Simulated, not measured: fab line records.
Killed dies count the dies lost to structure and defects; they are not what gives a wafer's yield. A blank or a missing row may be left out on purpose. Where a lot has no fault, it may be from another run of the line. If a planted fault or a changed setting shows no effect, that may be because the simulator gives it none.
Chamber matching -- flow gf180mcu -- GF_V4_CMP_26 on cmp-01: 4 sister chambers
The step polishes, stops on SiO2, t overpolish 15 s, target thk 0 nm. 18 wafers are shown with their chamber, then 9 later ones without.

WAFERS WITH THEIR CHAMBER
wafer,chamber,motor-current-A (A),overpolish-run-s (s),time-to-endpoint-s (s)
L325.2,3,9.5,15.009,87
L325.3,0,9.2,14.990,82
L325.5,2,9.6,15.012,84
L326.1,1,10.9,15.014,80
L326.2,0,8.7,14.998,80
L326.4,2,10.4,14.996,81
L330.2,2,9.7,15.004,86
L330.4,1,11.0,14.992,89
L330.6,2,10.1,15.001,84
L333.3,1,10.7,15.003,84
L333.5,0,8.9,15.002,81
L333.6,3,10.1,15.026,82
L338.1,2,10.1,14.999,87
L338.3,0,8.8,15.001,79
L338.5,1,10.7,14.992,85
L339.1,1,11.1,15.011,86
L339.3,0,9.2,14.994,79
L339.4,2,10.2,14.991,86

SIGNATURES (means of the wafers above)
reading,chamber 0,chamber 1,chamber 2,chamber 3,scatter within a chamber
motor-current-A,8.960,10.880,10.017,9.800,0.266
overpolish-run-s,14.99700,15.00240,15.00050,15.01750,0.00814
time-to-endpoint-s,80.20,84.80,84.67,84.50,2.47
Rule: distance of a wafer from a chamber = root of the sum over the readings of ((wafer's reading minus chamber's mean) / reading's scatter) squared. If the next closest chamber is less than 2 further off than the closest, the wafer can't be placed; otherwise it belongs to the closest. The scatter: the root of (the sum of the squares of (reading less its chamber's mean) over the shown wafers, divided by (wafers less chambers)).

WAFERS WHOSE CHAMBER IS MISSING
wafer,motor-current-A (A),overpolish-run-s (s),time-to-endpoint-s (s)
L343.1,10.2,15.002,84
L343.2,9.4,14.995,80
L343.4,11.5,15.007,87
L346.2,11.2,14.997,82
L346.4,10.0,15.003,81
L346.6,10.0,15.002,83
L347.1,9.5,14.999,85
L347.2,9.0,14.986,80
L347.5,9.8,14.991,86

WHICH CHAMBER EACH WENT THROUGH
wafer,from the rows above,in truth
L343.1,can't be placed: 2 or 3 or 1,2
L343.2,can't be placed: 0 or 2 or 3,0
L343.4,1,1
L346.2,1,1
L346.4,can't be placed: 2 or 3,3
L346.6,can't be placed: 2 or 3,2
L347.1,can't be placed: 2 or 3 or 0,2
L347.2,0,0
L347.5,can't be placed: 2 or 3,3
3 of 9 placed correctly. These rows do not allow placing 6 (true chamber among the candidates in 6). Number placed wrongly: 0.
